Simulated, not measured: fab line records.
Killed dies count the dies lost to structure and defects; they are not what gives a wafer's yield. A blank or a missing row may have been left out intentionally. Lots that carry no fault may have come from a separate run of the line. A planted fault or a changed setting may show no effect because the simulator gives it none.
fab line records :: flow gf180mcu
[record]
  lots = 6
  wafers = 18
  lastDay = 34
route steps=602 shown V1@361 M2@362
lots that met no fault: taken from a fault-free run of the same line
startH: start of the lot's first displayed wafer, in hours after the record's first day :: waitH: how many hours have passed since the lot's step before this one :: " the same as in the row above :: L1.1+2: a single row standing in for several wafers :: - value missing, or start not given :: * or withheld: withheld :: < > ~ a bound
route shown NAME@n: names a module that has steps shown in the file, with the first one's number in the route :: usual: the fault-free wafers' mean and standard deviation :: same: alike in all rows :: chamber/n: place in a boat :: sites: each site's reading :: _std_site: standard deviation across them :: _edge_site: outer sites' mean less inner sites' :: radiusMm: for every site, how far away it sits from the centre of the wafer :: mask NAME#n: copy n :: behind: the tool/chamber that last shaped the wafer :: hold: cause of the lot's hold/its duration in hours/its outcome :: device: which transistor (n, p or np) failed to switch :: end of line: at the end of the route, the tests of the same wafers :: step lacking rows: just its recipe :: killed: the dies lost at the first sort to structure and to defects; this is not the yield of the wafer :: map: dies across one wafer; x = killed, . = not, _ = none there
set.NAME: the setting the step ran with; set.NAME@STEP: the setting that earlier step ran with :: model.NAME: the simulator's own value behind a step, which no gauge read
a table for each step, a row for each wafer; lots at some steps of the route
services: from which hour (startH, from the record's first day; less than 0 if before it) a tool's chamber was out of use, for how many hours, and why
[[steps]]
[step GF_V1_CMP_26]
[recipe]
  stopOn = SiO2
  downForcePsi = 3.5
  platenRpm = 60
  tOverpolishS = 15
  targetThkNm = 0
  padVelocityMS = 0.94248
[usual]
  motorCurrentA = 11.2/1.8
  overpolishRunS = 14.999/0.0086
  timeToEndpointS = 84/4
lot.wafer: L407.3
tool: cmp-01
chamber: 3
startH: 543.21
waitH: 0.0
motorCurrentA: 9.8
overpolishRunS: 15.005
timeToEndpointS: 83

lot.wafer: L407.2
tool: cmp-01
chamber: 1
startH: 543.21
waitH: 0.0
motorCurrentA: 9.6
overpolishRunS: 15.011
timeToEndpointS: 74

lot.wafer: L407.4
tool: cmp-01
chamber: 2
startH: 543.21
waitH: 0.0
motorCurrentA: 11.1
overpolishRunS: 15.013
timeToEndpointS: 80

lot.wafer: L408.3
tool: cmp-02
chamber: 3
startH: 552.97
waitH: 0.0
motorCurrentA: 9.7
overpolishRunS: 14.993
timeToEndpointS: 86

lot.wafer: L408.1
tool: cmp-02
chamber: 0
startH: 552.97
waitH: 0.0
motorCurrentA: 11.4
overpolishRunS: 14.992
timeToEndpointS: 82

lot.wafer: L408.5
tool: cmp-02
chamber: 3
startH: 552.97
waitH: 0.0
motorCurrentA: 9.7
overpolishRunS: 14.998
timeToEndpointS: 84

lot.wafer: L411.4
tool: cmp-01
chamber: 2
startH: 575.06
waitH: 0.0
motorCurrentA: 12.0
overpolishRunS: 14.992
timeToEndpointS: 90

lot.wafer: L411.1
tool: cmp-01
chamber: 0
startH: 575.06
waitH: 0.0
motorCurrentA: 8.9
overpolishRunS: 14.986
timeToEndpointS: 91

lot.wafer: L411.5
tool: cmp-01
chamber: 2
startH: 575.06
waitH: 0.0
motorCurrentA: 11.6
overpolishRunS: 14.999
timeToEndpointS: 93

lot.wafer: L412.3
tool: cmp-01
chamber: 2
startH: 584.20
waitH: 0.0
motorCurrentA: 11.7
overpolishRunS: 14.999
timeToEndpointS: 89

lot.wafer: L412.1
tool: cmp-01
chamber: 0
startH: 584.20
waitH: 0.0
motorCurrentA: 8.8
overpolishRunS: 15.010
timeToEndpointS: 93

lot.wafer: L412.6
tool: cmp-01
chamber: 2
startH: 584.20
waitH: 0.0
motorCurrentA: 11.4
overpolishRunS: 15.004
timeToEndpointS: 90

lot.wafer: L413.4
tool: cmp-02
chamber: 0
startH: 596.45
waitH: 0.0
motorCurrentA: 11.7
overpolishRunS: 14.998
timeToEndpointS: 82

lot.wafer: L413.2
tool: cmp-02
chamber: 2
startH: 596.45
waitH: 0.0
motorCurrentA: 12.0
overpolishRunS: 14.985
timeToEndpointS: 83

lot.wafer: L413.5
tool: cmp-02
chamber: 0
startH: 596.45
waitH: 0.0
motorCurrentA: 11.3
overpolishRunS: 14.997
timeToEndpointS: 78

lot.wafer: L415.4
tool: cmp-01
chamber: 3
startH: 605.16
waitH: 0.1
motorCurrentA: 10.3
overpolishRunS: 14.990
timeToEndpointS: 87

lot.wafer: L415.3
tool: cmp-01
chamber: 0
startH: 605.16
waitH: 0.1
motorCurrentA: 8.4
overpolishRunS: 14.988
timeToEndpointS: 83

lot.wafer: L415.5
tool: cmp-01
chamber: 2
startH: 605.16
waitH: 0.1
motorCurrentA: 11.7
overpolishRunS: 15.002
timeToEndpointS: 85
[step GF_M2_SPUTTER_00]
[recipe]
  material = Ti
  targetThkNm = 37.5
  arrivingIonEnergyEv = 80
  substrateTempC = 200
  chamberPressurePa = 2
  powerW = 4000
  timeS = 150
[step GF_M2_SPUTTER_01]
[recipe]
  material = TiN
  targetThkNm = 30
  powerW = 6500
  timeS = 25
  chamberPressurePa = 0.4
[usual]
  throttleValvePct = 30.3/1.6
[same]
  timeS = 25
lot.wafer: L407.2
tool: pvdSputter-03
chamber: -
startH: 543.61
waitH: 0.1
throttleValvePct: 28.5

lot.wafer: L407.3
tool: pvdSputter-03
chamber: -
startH: 543.61
waitH: 0.1
throttleValvePct: 30.9

lot.wafer: L407.4
tool: pvdSputter-03
chamber: -
startH: 543.61
waitH: 0.1
throttleValvePct: 33.4

lot.wafer: L408.1
tool: pvdSputter-04
chamber: -
startH: 553.37
waitH: 0.1
throttleValvePct: 29.0

lot.wafer: L408.3
tool: pvdSputter-04
chamber: -
startH: 553.37
waitH: 0.1
throttleValvePct: 31.7

lot.wafer: L408.5
tool: pvdSputter-04
chamber: -
startH: 553.37
waitH: 0.1
throttleValvePct: 29.0

lot.wafer: L411.1
tool: pvdSputter-02
chamber: -
startH: 575.46
waitH: 0.1
throttleValvePct: 28.1

lot.wafer: L411.4
tool: pvdSputter-02
chamber: -
startH: 575.46
waitH: 0.1
throttleValvePct: 28.8

lot.wafer: L411.5
tool: pvdSputter-02
chamber: -
startH: 575.46
waitH: 0.1
throttleValvePct: 30.3

lot.wafer: L412.1
tool: pvdSputter-04
chamber: -
startH: 584.60
waitH: 0.1
throttleValvePct: 28.1

lot.wafer: L412.3
tool: pvdSputter-04
chamber: -
startH: 584.60
waitH: 0.1
throttleValvePct: 28.9

lot.wafer: L412.6
tool: pvdSputter-04
chamber: -
startH: 584.60
waitH: 0.1
throttleValvePct: 31.5

lot.wafer: L413.2
tool: pvdSputter-03
chamber: -
startH: 596.87
waitH: 0.1
throttleValvePct: 28.9

lot.wafer: L413.4
tool: pvdSputter-03
chamber: -
startH: 596.87
waitH: 0.1
throttleValvePct: 30.5

lot.wafer: L413.5
tool: pvdSputter-03
chamber: -
startH: 596.87
waitH: 0.1
throttleValvePct: 33.4

lot.wafer: L415.3
tool: pvdSputter-03
chamber: -
startH: 605.46
waitH: 0.1
throttleValvePct: 30.9

lot.wafer: L415.4
tool: pvdSputter-03
chamber: -
startH: 605.46
waitH: 0.1
throttleValvePct: 30.9

lot.wafer: L415.5
tool: pvdSputter-03
chamber: -
startH: 605.46
waitH: 0.1
throttleValvePct: 30.3
[step GF_M2_SPUTTER_02]
[recipe]
  material = AlCu
  targetThkNm = 450
  powerW = 10600
  timeS = 23.9
  chamberPressurePa = 0.4
[usual]
  throttleValvePct = 30.3/1.6
[same]
  timeS = 23.9
lot.wafer: L407.2
tool: pvdSputter-03
chamber: -
startH: 543.64
waitH: 0.0
throttleValvePct: 28.7

lot.wafer: L407.3
tool: pvdSputter-03
chamber: -
startH: 543.64
waitH: 0.0
throttleValvePct: 30.9

lot.wafer: L407.4
tool: pvdSputter-03
chamber: -
startH: 543.64
waitH: 0.0
throttleValvePct: 33.1

lot.wafer: L408.1
tool: pvdSputter-04
chamber: -
startH: 553.40
waitH: 0.0
throttleValvePct: 29.1

lot.wafer: L408.3
tool: pvdSputter-04
chamber: -
startH: 553.40
waitH: 0.0
throttleValvePct: 31.7

lot.wafer: L408.5
tool: pvdSputter-04
chamber: -
startH: 553.40
waitH: 0.0
throttleValvePct: 29.0

lot.wafer: L411.1
tool: pvdSputter-02
chamber: -
startH: 575.49
waitH: 0.0
throttleValvePct: 28.0

lot.wafer: L411.4
tool: pvdSputter-02
chamber: -
startH: 575.49
waitH: 0.0
throttleValvePct: 28.7

lot.wafer: L411.5
tool: pvdSputter-02
chamber: -
startH: 575.49
waitH: 0.0
throttleValvePct: 30.5

lot.wafer: L412.1
tool: pvdSputter-04
chamber: -
startH: 584.63
waitH: 0.0
throttleValvePct: 28.2

lot.wafer: L412.3
tool: pvdSputter-04
chamber: -
startH: 584.63
waitH: 0.0
throttleValvePct: 28.8

lot.wafer: L412.6
tool: pvdSputter-04
chamber: -
startH: 584.63
waitH: 0.0
throttleValvePct: 31.6

lot.wafer: L413.2
tool: pvdSputter-03
chamber: -
startH: 596.90
waitH: 0.0
throttleValvePct: 28.6

lot.wafer: L413.4
tool: pvdSputter-03
chamber: -
startH: 596.90
waitH: 0.0
throttleValvePct: 30.7

lot.wafer: L413.5
tool: pvdSputter-03
chamber: -
startH: 596.90
waitH: 0.0
throttleValvePct: 33.1

lot.wafer: L415.3
tool: pvdSputter-03
chamber: -
startH: 605.49
waitH: 0.0
throttleValvePct: 31.0

lot.wafer: L415.4
tool: pvdSputter-03
chamber: -
startH: 605.49
waitH: 0.0
throttleValvePct: 30.6

lot.wafer: L415.5
tool: pvdSputter-03
chamber: -
startH: 605.49
waitH: 0.0
throttleValvePct: 30.6
[step GF_M2_SPUTTER_03]
[recipe]
  material = Ti
  targetThkNm = 10
  substrateTempC = 300
  chamberPressurePa = 0.3
  powerW = 3000
  timeS = 6.7
[usual]
  throttleValvePct = 30.3/1.6
[same]
  timeS = 6.7
lot.wafer: L407.2
tool: pvdSputter-03
chamber: -
startH: 543.67
waitH: 0.0
throttleValvePct: 29.0

lot.wafer: L407.3
tool: pvdSputter-03
chamber: -
startH: 543.67
waitH: 0.0
throttleValvePct: 30.8

lot.wafer: L407.4
tool: pvdSputter-03
chamber: -
startH: 543.67
waitH: 0.0
throttleValvePct: 33.1

lot.wafer: L408.1
tool: pvdSputter-04
chamber: -
startH: 553.43
waitH: 0.0
throttleValvePct: 29.3

lot.wafer: L408.3
tool: pvdSputter-04
chamber: -
startH: 553.43
waitH: 0.0
throttleValvePct: 31.3

lot.wafer: L408.5
tool: pvdSputter-04
chamber: -
startH: 553.43
waitH: 0.0
throttleValvePct: 28.9

lot.wafer: L411.1
tool: pvdSputter-02
chamber: -
startH: 575.52
waitH: 0.0
throttleValvePct: 27.9

lot.wafer: L411.4
tool: pvdSputter-02
chamber: -
startH: 575.52
waitH: 0.0
throttleValvePct: 28.7

lot.wafer: L411.5
tool: pvdSputter-02
chamber: -
startH: 575.52
waitH: 0.0
throttleValvePct: 30.4

lot.wafer: L412.1
tool: pvdSputter-04
chamber: -
startH: 584.66
waitH: 0.0
throttleValvePct: 28.1

lot.wafer: L412.3
tool: pvdSputter-04
chamber: -
startH: 584.66
waitH: 0.0
throttleValvePct: 29.0

lot.wafer: L412.6
tool: pvdSputter-04
chamber: -
startH: 584.66
waitH: 0.0
throttleValvePct: 31.5

lot.wafer: L413.2
tool: pvdSputter-03
chamber: -
startH: 596.93
waitH: 0.0
throttleValvePct: 28.8

lot.wafer: L413.4
tool: pvdSputter-03
chamber: -
startH: 596.93
waitH: 0.0
throttleValvePct: 30.8

lot.wafer: L413.5
tool: pvdSputter-03
chamber: -
startH: 596.93
waitH: 0.0
throttleValvePct: 33.0

lot.wafer: L415.3
tool: pvdSputter-03
chamber: -
startH: 605.52
waitH: 0.0
throttleValvePct: 31.0

lot.wafer: L415.4
tool: pvdSputter-03
chamber: -
startH: 605.52
waitH: 0.0
throttleValvePct: 30.5

lot.wafer: L415.5
tool: pvdSputter-03
chamber: -
startH: 605.52
waitH: 0.0
throttleValvePct: 30.4
[step GF_M2_SPUTTER_04]
[recipe]
  material = TiN
  targetThkNm = 50
  powerW = 6500
  timeS = 41.7
  chamberPressurePa = 0.4
[usual]
  throttleValvePct = 30.3/1.6
[same]
  timeS = 41.7
lot.wafer: L407.2
tool: pvdSputter-03
chamber: -
startH: 543.69
waitH: 0.0
throttleValvePct: 28.9

lot.wafer: L407.3
tool: pvdSputter-03
chamber: -
startH: 543.69
waitH: 0.0
throttleValvePct: 30.9

lot.wafer: L407.4
tool: pvdSputter-03
chamber: -
startH: 543.69
waitH: 0.0
throttleValvePct: 33.1

lot.wafer: L408.1
tool: pvdSputter-04
chamber: -
startH: 553.45
waitH: 0.0
throttleValvePct: 28.9

lot.wafer: L408.3
tool: pvdSputter-04
chamber: -
startH: 553.45
waitH: 0.0
throttleValvePct: 31.5

lot.wafer: L408.5
tool: pvdSputter-04
chamber: -
startH: 553.45
waitH: 0.0
throttleValvePct: 28.8

lot.wafer: L411.1
tool: pvdSputter-02
chamber: -
startH: 575.54
waitH: 0.0
throttleValvePct: 27.8

lot.wafer: L411.4
tool: pvdSputter-02
chamber: -
startH: 575.54
waitH: 0.0
throttleValvePct: 28.5

lot.wafer: L411.5
tool: pvdSputter-02
chamber: -
startH: 575.54
waitH: 0.0
throttleValvePct: 30.6

lot.wafer: L412.1
tool: pvdSputter-04
chamber: -
startH: 584.68
waitH: 0.0
throttleValvePct: 28.1

lot.wafer: L412.3
tool: pvdSputter-04
chamber: -
startH: 584.68
waitH: 0.0
throttleValvePct: 29.0

lot.wafer: L412.6
tool: pvdSputter-04
chamber: -
startH: 584.68
waitH: 0.0
throttleValvePct: 31.5

lot.wafer: L413.2
tool: pvdSputter-03
chamber: -
startH: 596.95
waitH: 0.0
throttleValvePct: 28.8

lot.wafer: L413.4
tool: pvdSputter-03
chamber: -
startH: 596.95
waitH: 0.0
throttleValvePct: 30.6

lot.wafer: L413.5
tool: pvdSputter-03
chamber: -
startH: 596.95
waitH: 0.0
throttleValvePct: 33.4

lot.wafer: L415.3
tool: pvdSputter-03
chamber: -
startH: 605.54
waitH: 0.0
throttleValvePct: 31.0

lot.wafer: L415.4
tool: pvdSputter-03
chamber: -
startH: 605.54
waitH: 0.0
throttleValvePct: 30.6

lot.wafer: L415.5
tool: pvdSputter-03
chamber: -
startH: 605.54
waitH: 0.0
throttleValvePct: 30.8
[step GF_M2_RS_MEAS_05]
[recipe]
  thkMeasGauge = four-point-probe
  reads = TiN_of_M2_SPUTTER_04+Ti_of_M2_SPUTTER_03+AlCu_of_M2_SPUTTER_02+TiN_of_M2_SPUTTER_01+Ti_of_M2_SPUTTER_00
[usual]
  M2_ALCU_RS = 0.0698/0.00087
lot.wafer: L407.2
tool: filmMetro-02
chamber: -
startH: 543.75
waitH: 0.0
M2_ALCU_RS[ohm/sq]: 0.0695

lot.wafer: L407.3
tool: filmMetro-02
chamber: -
startH: 543.75
waitH: 0.0
M2_ALCU_RS[ohm/sq]: 0.0700

lot.wafer: L407.4
tool: filmMetro-02
chamber: -
startH: 543.75
waitH: 0.0
M2_ALCU_RS[ohm/sq]: 0.0697

lot.wafer: L408.1
tool: filmMetro-01
chamber: -
startH: 553.49
waitH: 0.0
M2_ALCU_RS[ohm/sq]: 0.0702

lot.wafer: L408.3
tool: filmMetro-01
chamber: -
startH: 553.49
waitH: 0.0
M2_ALCU_RS[ohm/sq]: 0.0697

lot.wafer: L408.5
tool: filmMetro-01
chamber: -
startH: 553.49
waitH: 0.0
M2_ALCU_RS[ohm/sq]: 0.0705

lot.wafer: L411.1
tool: filmMetro-03
chamber: -
startH: 575.58
waitH: 0.0
M2_ALCU_RS[ohm/sq]: 0.0681

lot.wafer: L411.4
tool: filmMetro-03
chamber: -
startH: 575.58
waitH: 0.0
M2_ALCU_RS[ohm/sq]: 0.0684

lot.wafer: L411.5
tool: filmMetro-03
chamber: -
startH: 575.58
waitH: 0.0
M2_ALCU_RS[ohm/sq]: 0.0689

lot.wafer: L412.1
tool: filmMetro-03
chamber: -
startH: 584.72
waitH: 0.0
M2_ALCU_RS[ohm/sq]: 0.0696

lot.wafer: L412.3
tool: filmMetro-03
chamber: -
startH: 584.72
waitH: 0.0
M2_ALCU_RS[ohm/sq]: 0.0701

lot.wafer: L412.6
tool: filmMetro-03
chamber: -
startH: 584.72
waitH: 0.0
M2_ALCU_RS[ohm/sq]: 0.0698

lot.wafer: L413.2
tool: filmMetro-02
chamber: -
startH: 597.01
waitH: 0.0
M2_ALCU_RS[ohm/sq]: 0.0694

lot.wafer: L413.4
tool: filmMetro-02
chamber: -
startH: 597.01
waitH: 0.0
M2_ALCU_RS[ohm/sq]: 0.0719

lot.wafer: L413.5
tool: filmMetro-02
chamber: -
startH: 597.01
waitH: 0.0
M2_ALCU_RS[ohm/sq]: 0.0697

lot.wafer: L415.3
tool: filmMetro-03
chamber: -
startH: 605.62
waitH: 0.1
M2_ALCU_RS[ohm/sq]: 0.0693

lot.wafer: L415.4
tool: filmMetro-03
chamber: -
startH: 605.62
waitH: 0.1
M2_ALCU_RS[ohm/sq]: 0.0705

lot.wafer: L415.5
tool: filmMetro-03
chamber: -
startH: 605.62
waitH: 0.1
M2_ALCU_RS[ohm/sq]: 0.0706
[step GF_M2_THK_MEAS_06]
[recipe]
  thkMeasGauge = xrf
  reads = AlCu_of_M2_SPUTTER_02
[usual]
  M2_ALCU_THK = 436/5.8
lot.wafer: L407.2
tool: filmMetro-02
chamber: -
startH: 543.86
waitH: 0.1
M2_ALCU_THK[nm]: 435

lot.wafer: L407.3
tool: filmMetro-02
chamber: -
startH: 543.86
waitH: 0.1
M2_ALCU_THK[nm]: 433

lot.wafer: L407.4
tool: filmMetro-02
chamber: -
startH: 543.86
waitH: 0.1
M2_ALCU_THK[nm]: 436

lot.wafer: L408.1
tool: filmMetro-01
chamber: -
startH: 553.61
waitH: 0.1
M2_ALCU_THK[nm]: 433

lot.wafer: L408.3
tool: filmMetro-01
chamber: -
startH: 553.61
waitH: 0.1
M2_ALCU_THK[nm]: 436

lot.wafer: L408.5
tool: filmMetro-01
chamber: -
startH: 553.61
waitH: 0.1
M2_ALCU_THK[nm]: 429

lot.wafer: L411.1
tool: filmMetro-03
chamber: -
startH: 575.70
waitH: 0.1
M2_ALCU_THK[nm]: 448

lot.wafer: L411.4
tool: filmMetro-03
chamber: -
startH: 575.70
waitH: 0.1
M2_ALCU_THK[nm]: 445

lot.wafer: L411.5
tool: filmMetro-03
chamber: -
startH: 575.70
waitH: 0.1
M2_ALCU_THK[nm]: 441

lot.wafer: L412.1
tool: filmMetro-03
chamber: -
startH: 584.84
waitH: 0.1
M2_ALCU_THK[nm]: 439

lot.wafer: L412.3
tool: filmMetro-03
chamber: -
startH: 584.84
waitH: 0.1
M2_ALCU_THK[nm]: 435

lot.wafer: L412.6
tool: filmMetro-03
chamber: -
startH: 584.84
waitH: 0.1
M2_ALCU_THK[nm]: 435

lot.wafer: L413.2
tool: filmMetro-02
chamber: -
startH: 597.12
waitH: 0.1
M2_ALCU_THK[nm]: 441

lot.wafer: L413.4
tool: filmMetro-02
chamber: -
startH: 597.12
waitH: 0.1
M2_ALCU_THK[nm]: 423

lot.wafer: L413.5
tool: filmMetro-02
chamber: -
startH: 597.12
waitH: 0.1
M2_ALCU_THK[nm]: 438

lot.wafer: L415.3
tool: filmMetro-03
chamber: -
startH: 605.72
waitH: 0.1
M2_ALCU_THK[nm]: 441

lot.wafer: L415.4
tool: filmMetro-03
chamber: -
startH: 605.72
waitH: 0.1
M2_ALCU_THK[nm]: 433

lot.wafer: L415.5
tool: filmMetro-03
chamber: -
startH: 605.72
waitH: 0.1
M2_ALCU_THK[nm]: 434
[step GF_M2_DEHYDRATE_07]
[recipe]
  tempC = 200
  timeS = 60
[step GF_M2_HMDS_08]
[recipe]
  primeTimeS = 60
  primeTempC = 120
[step GF_M2_COAT_09]
[recipe]
  resist = KrF
  spinRpm = withheld
  resistThkNm = 1000
[step GF_M2_SOFTBAKE_10]
[recipe]
  tempC = 130
  timeS = 60
  resist = KrF
[step GF_M2_EXPOSE_11]
[recipe]
  maskId = Metal2
  targetCdNm = 280
  na = 0.68
  sourceShape = conventional
  sigmaOuter = 0.6
  doseMj = 28
[usual]
  exposureDoseMJCm2 = 27.960/0.024
  focusOffsetNm = -0.1/0.47
lot.wafer: L407.2
tool: krfScanner-02
chamber: -
startH: 553.73
waitH: -
mask: Metal2#0
exposureDoseMJCm2: -
focusOffsetNm: -

lot.wafer: L407.3
tool: krfScanner-02
chamber: -
startH: 553.73
waitH: -
mask: Metal2#0
exposureDoseMJCm2: -
focusOffsetNm: -

lot.wafer: L407.4
tool: krfScanner-02
chamber: -
startH: 553.73
waitH: -
mask: Metal2#0
exposureDoseMJCm2: -
focusOffsetNm: -

lot.wafer: L408.1
tool: krfScanner-01
chamber: -
startH: 565.47
waitH: -
mask: Metal2#0
exposureDoseMJCm2: -
focusOffsetNm: -

lot.wafer: L408.3
tool: krfScanner-01
chamber: -
startH: 565.47
waitH: -
mask: Metal2#0
exposureDoseMJCm2: -
focusOffsetNm: -

lot.wafer: L408.5
tool: krfScanner-01
chamber: -
startH: 565.47
waitH: -
mask: Metal2#0
exposureDoseMJCm2: -
focusOffsetNm: -

lot.wafer: L411.1
tool: krfScanner-02
chamber: 0
startH: 586.18
waitH: -
mask: Metal2#0
exposureDoseMJCm2: 27.930
focusOffsetNm: -0.2

lot.wafer: L411.4
tool: krfScanner-02
chamber: 0
startH: 586.18
waitH: -
mask: Metal2#0
exposureDoseMJCm2: 27.965
focusOffsetNm: 0.0

lot.wafer: L411.5
tool: krfScanner-02
chamber: 0
startH: 586.18
waitH: -
mask: Metal2#0
exposureDoseMJCm2: 27.994
focusOffsetNm: 0.0

lot.wafer: L412.1
tool: krfScanner-01
chamber: 0
startH: 595.82
waitH: -
mask: Metal2#0
exposureDoseMJCm2: 27.923
focusOffsetNm: -1.0

lot.wafer: L412.3
tool: krfScanner-01
chamber: 0
startH: 595.82
waitH: -
mask: Metal2#0
exposureDoseMJCm2: 27.953
focusOffsetNm: -0.8

lot.wafer: L412.6
tool: krfScanner-01
chamber: 0
startH: 595.82
waitH: -
mask: Metal2#0
exposureDoseMJCm2: 27.951
focusOffsetNm: -0.1

lot.wafer: L413.2
tool: krfScanner-01
chamber: 0
startH: 607.73
waitH: -
mask: Metal2#0
exposureDoseMJCm2: 27.971
focusOffsetNm: 0.1

lot.wafer: L413.4
tool: krfScanner-01
chamber: 0
startH: 607.73
waitH: -
mask: Metal2#0
exposureDoseMJCm2: 27.921
focusOffsetNm: -0.4

lot.wafer: L413.5
tool: krfScanner-01
chamber: 0
startH: 607.73
waitH: -
mask: Metal2#0
exposureDoseMJCm2: 27.948
focusOffsetNm: 0.1

lot.wafer: L415.3
tool: krfScanner-01
chamber: 0
startH: 616.18
waitH: -
mask: Metal2#0
exposureDoseMJCm2: 27.963
focusOffsetNm: 0.3

lot.wafer: L415.4
tool: krfScanner-01
chamber: 0
startH: 616.18
waitH: -
mask: Metal2#0
exposureDoseMJCm2: 27.951
focusOffsetNm: 0.4

lot.wafer: L415.5
tool: krfScanner-01
chamber: 0
startH: 616.18
waitH: -
mask: Metal2#0
exposureDoseMJCm2: 27.939
focusOffsetNm: 0.3
[step GF_M2_PEB_12]
[recipe]
  pebTempC = 135
  pebTimeS = 90
  resist = KrF
[[services]]
tool: krfScanner-01
chamber: -
startH: 537.27
hours: 1.0
kind: pm

tool: krfScanner-01
chamber: -
startH: 544.53
hours: 7.2
kind: pm

tool: cmp-02
chamber: -
startH: 561.81
hours: 8.6
kind: pm

tool: cmp-02
chamber: -
startH: 574.93
hours: 4.0
kind: pm

tool: cmp-02
chamber: -
startH: 578.93
hours: -
kind: consumableReplace:conditioner

tool: cmp-02
chamber: -
startH: 578.93
hours: -
kind: consumableReplace:pad

tool: krfScanner-01
chamber: -
startH: 589.01
hours: 1.3
kind: pm

tool: cmp-01
chamber: -
startH: 593.93
hours: 6.0
kind: pm

tool: pvdSputter-03
chamber: -
startH: 597.82
hours: 0.7
kind: repair

tool: cmp-01
chamber: -
startH: 606.31
hours: 1.2
kind: repair
[[key]]
[firstSign]
  step = GF_M2_EXPOSE_11
  reading = toolRecord
  direction = missing
effect none on later readings
metAt GF_M2_EXPOSE_11
struckWafers L407.2,L407.3,L407.4,L408.1,L408.3,L408.5
laterRowsLeftOut L407.2,L407.3,L407.4,L408.1,L408.3,L408.5
sortLeftOut L407.2,L407.3,L407.4,L408.1,L408.3,L408.5
[fault]
  kind = skippedStepWhole
  tool = krfScanner-01,krfScanner-02
  chamber = -
  onsetH = 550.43
  steps = GF_M2_EXPOSE_11
  scope = struckLotsOnly
// sortLeftOut: the simulated sort isn't trusted on such a fault, so these wafers' sort isn't shown, and their yield isn't known
// laterRowsLeftOut: the simulator's readings of these wafers behind a module that went badly wrong aren't trusted and aren't shown, but for the sort
